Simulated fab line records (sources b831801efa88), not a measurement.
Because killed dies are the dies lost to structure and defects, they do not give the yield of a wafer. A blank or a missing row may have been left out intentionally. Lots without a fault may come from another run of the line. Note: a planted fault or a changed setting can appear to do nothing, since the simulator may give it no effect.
Which tool did it? | flow gf180mcu | 13 lots with 39 wafers sampled at 3 steps, on a route of 602 steps

## WHAT THE GAUGES SHOWED, per wafer
GF_PSD_CD_MEAS_07 targets a cd of 400 nm. Usual: cd-nm reads 400.7 nm (standard deviation 2.2).
lot  | measured     | on        | cd-nm (nm)        | flag
L636 | day 15 07:31 | cd-sem-02 | 399.2 399.3 398.3 |
L638 | day 15 22:34 | cd-sem-02 | 399.5 398.2 398.6 |
L640 | day 16 02:17 | cd-sem-01 | 403.1 400.7 402.4 |
L639 | day 16 02:52 | cd-sem-02 | 397.9 397.1 398.7 |
L642 | day 16 19:03 | cd-sem-02 | 401.2 404.5 404.2 |
L649 | day 19 06:35 | cd-sem-01 | 399.5 399.8 398.3 |
L650 | day 19 16:40 | cd-sem-02 | 404.4 406.4 403.0 |
L651 | day 19 23:37 | cd-sem-02 | 396.7 397.3 402.2 |
L652 | day 20 14:04 | cd-sem-01 | 402.4 400.0 400.7 |
L653 | day 20 23:25 | cd-sem-01 | 399.1 399.8 400.1 |
L657 | day 22 02:43 | cd-sem-01 | 399.1 399.4 398.5 |

GF_PSD_OVL_MEAS_08. Usual: PSD_OVL typically reads -1.3 nm, with standard deviation 1.4.
lot  | measured     | on         | PSD_OVL (nm)   | flag
L636 | day 15 07:38 | overlay-02 | 0.1 0.5 -2.0   |
L638 | day 15 22:41 | overlay-02 | -0.2 0.5 -1.2  |
L640 | day 16 02:24 | overlay-01 | -1.1 -0.1 -1.1 |
L639 | day 16 02:59 | overlay-02 | -1.4 -1.4 -0.2 |
L642 | day 16 19:08 | overlay-02 | -2.4 -3.1 -2.0 |
L649 | day 19 06:42 | overlay-02 | 0.1 -0.7 -1.5  |
L650 | day 19 16:46 | overlay-01 | -0.6 -1.5 -1.2 |
L651 | day 19 23:44 | overlay-02 | -3.8 -4.2 -3.3 |
L652 | day 20 14:11 | overlay-01 | -1.8 -1.7 0.4  |
L653 | day 20 23:32 | overlay-01 | -0.1 -0.5 -1.9 |
L657 | day 22 02:50 | overlay-02 | -2.6 -1.4 -3.3 |

## EACH LOT AND THE TOOL THAT RAN IT (in order: tool; ch and the chambers of the sampled wafers; start)
lot  | GF_HV_LDD_ETCHBACK_58
L636 | rie-diel-04 ch 0,1,2, day 13 14:06
L638 | rie-diel-02 ch 1,2, day 14 04:55
L640 | rie-diel-04 ch 0,2, day 14 07:43
L639 | rie-diel-04 ch 0,1, day 14 08:20
L642 | rie-diel-02 ch 0,2, day 14 22:58
L646 | rie-diel-02 ch 0,2,3, day 16 06:41
L647 | rie-diel-02 ch 2,3, day 16 15:08
L649 | rie-diel-01 ch 0,1, day 17 07:22
L650 | rie-diel-01 ch 0,1,3, day 17 16:16
L651 | rie-diel-04 ch 0,2, day 17 23:42
L652 | rie-diel-04 ch 0,1,2, day 18 13:28
L653 | rie-diel-01 ch 0,3, day 18 23:43
L657 | rie-diel-02 ch 0,1,2, day 20 03:04
- GF_HV_LDD_ETCHBACK_58: etches Si3N4 in CH3F/O2, stops on SiO2, time 100 s, target depth 90 nm.

## WHAT THE TOOLS THEMSELVES READ (means of the sampled wafers that have a number; where no wafer has one, the mark that the record gives instead)
GF_HV_LDD_ETCHBACK_58. Usual: O2_flow_sccm 30.00 sccm, standard deviation 0.092; drypump-motor-current-A 5.5 A, standard deviation 0.56; oes-product-au 0.841 a.u., standard deviation 0.0059; run-length-s 128.3 s, standard deviation 0.36; throttle-valve-pct 10.559 %, standard deviation 0.0088.
lot  | tool        | O2_flow_sccm (sccm) | drypump-motor-current-A (A) | oes-product-au (a.u.) | run-length-s (s) | throttle-valve-pct (%) | flag
L636 | rie-diel-04 | 29.97               | 5.6                         | 0.835                 | 128.3            | 10.573                 |
L638 | rie-diel-02 | 30.07               | 5.9                         | 0.839                 | 127.9            | 10.558                 |
L640 | rie-diel-04 | 30.06               | 5.3                         | 0.844                 | 128.1            | 10.550                 |
L639 | rie-diel-04 | 30.10               | 5.6                         | 0.841                 | 128.6            | 10.561                 |
L642 | rie-diel-02 | 30.01               | 5.2                         | 0.841                 | 128.1            | 10.558                 |
L646 | rie-diel-02 | 30.03               | 5.2                         | 0.992                 | 98.9             | 10.584                 | OFF
L647 | rie-diel-02 | 30.01               | 5.4                         | 0.999                 | 99.3             | 10.584                 | OFF
L649 | rie-diel-01 | 29.93               | 5.2                         | 0.836                 | 128.0            | 10.555                 |
L650 | rie-diel-01 | 29.92               | 5.5                         | 0.834                 | 128.0            | 10.552                 |
L651 | rie-diel-04 | 29.95               | 5.3                         | 0.839                 | 128.2            | 10.556                 |
L652 | rie-diel-04 | 30.01               | 5.6                         | 0.839                 | 128.5            | 10.551                 |
L653 | rie-diel-01 | 30.06               | 5.9                         | 0.839                 | 128.2            | 10.559                 |
L657 | rie-diel-02 | 30.00               | 5.6                         | 0.849                 | 128.1            | 10.559                 |

## THE ANSWER, worked out from the rows above alone
Rule: lot off if the mean of its wafers having a number is beyond 3 standard deviations from the usual mean. A lot without any number at a reading at which 4 lots or more have one is off too. Where the step has rows for the other lots, those lots are counted as sound. First the gauges in route order, then the tools' own readings, where a lot's mean is used as printed above. At the first step where some lot is off, the reading lying furthest off is the one used; lots without a number count as furthest.
Off, at GF_HV_LDD_ETCHBACK_58 on run-length-s: L646, L647.
A tool fits if, at that step or a process step before it, it ran every lot that is off, and no sound lot after the first of them. No candidate that was tried fits.

## WHAT HAD BEEN PUT IN BY THE SIMULATOR
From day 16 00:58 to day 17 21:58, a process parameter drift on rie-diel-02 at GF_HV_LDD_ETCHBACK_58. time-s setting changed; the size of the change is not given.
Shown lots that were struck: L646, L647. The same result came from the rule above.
